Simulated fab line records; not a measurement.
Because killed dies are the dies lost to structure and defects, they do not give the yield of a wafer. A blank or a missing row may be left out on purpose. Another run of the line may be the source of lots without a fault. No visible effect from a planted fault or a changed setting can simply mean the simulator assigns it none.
The tool behind it: which one? -- flow gf180mcu -- 14 lots with 42 wafers sampled at 2 steps, on a route of 602 steps

## WHAT THE GAUGES READ, wafer by wafer
GF_MVPSD_TW_MEAS_11.
lot,measured,on,MVPSD_TW
L599,day 5 06:27,filmMetro-04,551.9 552.7 557.1
L600,day 5 10:22,filmMetro-02,555.9 552.9 551.6
L603,day 6 06:40,filmMetro-04,552.9 552.0 551.1
L604,day 6 10:20,filmMetro-03,551.2 551.7 552.8
L605,day 6 12:58,filmMetro-04,555.9 552.6 549.2
L608,day 7 10:04,filmMetro-02,556.2 557.1 553.6
L609,day 7 14:58,filmMetro-03,553.3 551.3 550.2
L612,day 8 22:42,filmMetro-02,553.0 553.4 555.2
L615,day 9 08:49,filmMetro-04,553.0 550.5 553.8
L616,day 9 17:22,filmMetro-02,555.3 553.9 553.4
L617,day 9 21:31,filmMetro-03,553.2 550.4 550.6
L618,day 10 03:37,filmMetro-04,555.2 551.8 553.0
L620,day 10 10:43,filmMetro-04,554.2 558.8 552.9
L621,day 10 19:10,filmMetro-04,553.3 553.8 554.2

## WHAT TOOL EACH LOT RAN ON (gives the tool, then ch and the chambers of the sampled wafers, and finally the start)
lot,GF_DNWELL_IMPLANT_07
L599,"implanter-01 ch 0, day 3 00:26"
L600,"implanter-01 ch 0, day 3 04:32"
L603,"implanter-01 ch 0, day 3 22:38"
L604,"implanter-02 ch 0, day 4 01:38"
L605,"implanter-02 ch 0, day 4 06:32"
L608,"implanter-02 ch 0, day 4 23:10"
L609,"implanter-01 ch 0, day 5 03:53"
L612,"implanter-01 ch 0, day 6 06:13"
L615,"implanter-03 ch 0, day 6 15:23"
L616,"implanter-03 ch 0, day 6 23:38"
L617,"implanter-03 ch 0, day 7 01:20"
L618,"implanter-03 ch 0, day 7 06:50"
L620,"implanter-01 ch 0, day 7 13:50"
L621,"implanter-03 ch 0, day 7 20:28"
- GF_DNWELL_IMPLANT_07

## WHAT THE TOOLS THEMSELVES READ (means of the sampled wafers that have a number; where no wafer has one, the mark that the record gives instead)
GF_DNWELL_IMPLANT_07.
lot,tool,beamEnergyKeV
L599,implanter-01,1499.6
L600,implanter-01,1500.2
L603,implanter-01,1500.1
L604,implanter-02,1500.7
L605,implanter-02,1333.1
L608,implanter-02,1333.1
L609,implanter-01,1499.5
L612,implanter-01,1500.0
L615,implanter-03,1500.0
L616,implanter-03,1500.5
L617,implanter-03,1500.2
L618,implanter-03,1500.3
L620,implanter-01,1500.0
L621,implanter-03,1499.7

## THE ANSWER, worked out from the rows above alone
Rule: the lots themselves supply what counts as usual. Put in order of their means at a reading, lots are off if they are a third of the lots or fewer, leave a main group of 4 or more, and stand apart from it by a gap of 3 or more times the standard deviation of the main group's means; of several such gaps the widest counts. If all means in a main group match to the digits the tables above print for the reading, that group is not used. Also off: a lot with no number at a reading for which 4 or more lots have one. The other lots that the step has rows for count as sound. First the gauges in route order, then the tools' own readings, where a lot's mean is used as printed above. The first step at which some lot is off is used, and at that step the reading that is off furthest; a lot without a number counts as furthest.
Off: L605, L608 (GF_DNWELL_IMPLANT_07, beamEnergyKeV). The main group: mean 1500.1, standard deviation 0.34.
A tool fits if, at that step or a process step before it, it ran every lot that is off, and no sound lot after the first of them. One fits: implanter-02 at GF_DNWELL_IMPLANT_07. A fault onset in the window from L604 (day 4 01:38, its last sound lot) to L605 (day 4 06:32, its first lot off) fits.
On the lots that are off, the tool's own readings at GF_DNWELL_IMPLANT_07 differ by more than 5 times the standard deviation of the sound lots' means, which bears it out; beamEnergyKeV reads 1333.1 there versus 1500.1 on the sound lots.

## WHAT THE SIMULATOR PUT IN
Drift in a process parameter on implanter-02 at GF_DNWELL_IMPLANT_07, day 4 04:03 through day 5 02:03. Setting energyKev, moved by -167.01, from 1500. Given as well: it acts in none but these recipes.
Struck lots among those shown: L605, L608. The rule above reached the same finding.
